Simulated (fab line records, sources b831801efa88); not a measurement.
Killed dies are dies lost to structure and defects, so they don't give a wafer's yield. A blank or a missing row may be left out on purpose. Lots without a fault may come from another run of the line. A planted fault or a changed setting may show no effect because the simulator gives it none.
One fault seen from 2 desks | flow gf180mcu | each desk has only its own numbers; what lay behind them comes last

THE TOOL OWNER'S DESK: litho_track-02
The tool's own readings at GF_MVSD_DEVELOP_06 (develop time 60 s): means of the sampled wafers that have a number, for each lot that ran on this tool. A lot is out of limits, marked OUT, if its mean lies more than 4 standard deviations from the usual mean; the brackets give that distance.
Columns: A = resist_line_temp_C at GF_MVSD_DEVELOP_06, usual 23.00 C
lot  | first seen here | A
L954 | day 4 16:00     | 22.97
L955 | day 4 21:00     | 23.03
L957 | day 5 08:00     | 22.73
L960 | day 6 00:00     | 23.00
L962 | day 6 13:00     | 23.08
L963 | day 6 18:00     | 23.08
L966 | day 7 19:00     | 22.93
L967 | day 7 20:00     | 23.10
This desk's finding: nothing out of limits on any of the 8 lots.

THE METROLOGY DESK
What the gauges read, lot by lot, whatever tool the lot ran on: means of the sampled wafers that have a number. A lot is out of limits, marked OUT, if its mean lies more than 4 standard deviations from the usual mean; the brackets give that distance.
Columns: A = STI_CVD_23_THK at GF_STI_THK_MEAS_24, usual 647 nm; B = MVSD_OVL at GF_MVSD_OVL_MEAS_07, usual 0.7 nm; C = MVSD_TW at GF_MVSD_TW_MEAS_11, usual 1582; D = VT_IMPLANT_3_TW at GF_VT_IMPLANT_TW_MEAS_32, usual 268.2
lot  | first seen here | A   | B    | C               | D
L953 | day 2 03:29     | 647 | 0.8  | 1588            | 270.3
L954 | day 2 08:26     | 637 | -0.1 | 1573            | 267.0
L955 | day 2 13:25     | 643 | -1.1 | 1585            | 268.9
L956 | day 2 19:26     | 646 | 2.5  | 1578            | 269.4
L957 | day 2 23:47     | 645 | 1.5  | 1593            | 267.2
L958 | day 3 05:03     | 652 | 0.7  | 1605            | 268.7
L959 | day 3 10:02     | 653 | -0.5 | 1575            | 268.3
L960 | day 3 15:20     | 649 | -0.2 | 1591            | 268.2
L962 | day 4 01:58     | 649 | 0.2  | 1578            | 264.7
L963 | day 4 07:11     | 651 | -    | 1527 (-4.2) OUT | 268.5
L966 | day 4 23:44     | 654 | -    | 1486 (-7.4) OUT | 269.2
L967 | day 5 05:01     | 642 | -    | 1510 (-5.5) OUT | 267.7
L968 | day 5 09:27     | 637 | 2.3  | 1587            | 266.9
L972 | day 6 04:32     | 648 | -0.1 | 1578            | 267.7
L975 | day 6 22:34     | 651 | 1.3  | 1594            | 267.4
This desk's finding: out of limits on L963, L966, L967; first on L963, day 6 19:11 (MVSD_TW at GF_MVSD_TW_MEAS_11). In limits: L953, L954, L955, L956, L957, L958, L959, L960, L962, L968, L972, L975.

PUT TOGETHER
The metrology desk could have raised an alarm at day 6 19:11, on L963, L966, L967.
The tool owner's desk saw nothing out of limits.
The tool owner's desk has L963, L966, L967 on record, within its limits.
Of the lots named, all ran GF_MVSD_DEVELOP_06 on litho_track-02.

WHAT THE SIMULATOR HAD PUT IN
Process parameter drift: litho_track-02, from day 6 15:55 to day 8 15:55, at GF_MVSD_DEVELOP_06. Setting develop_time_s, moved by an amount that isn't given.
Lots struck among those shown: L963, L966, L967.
Hours from the fault's start to each desk's first reading out of limits: the metrology desk, 3.
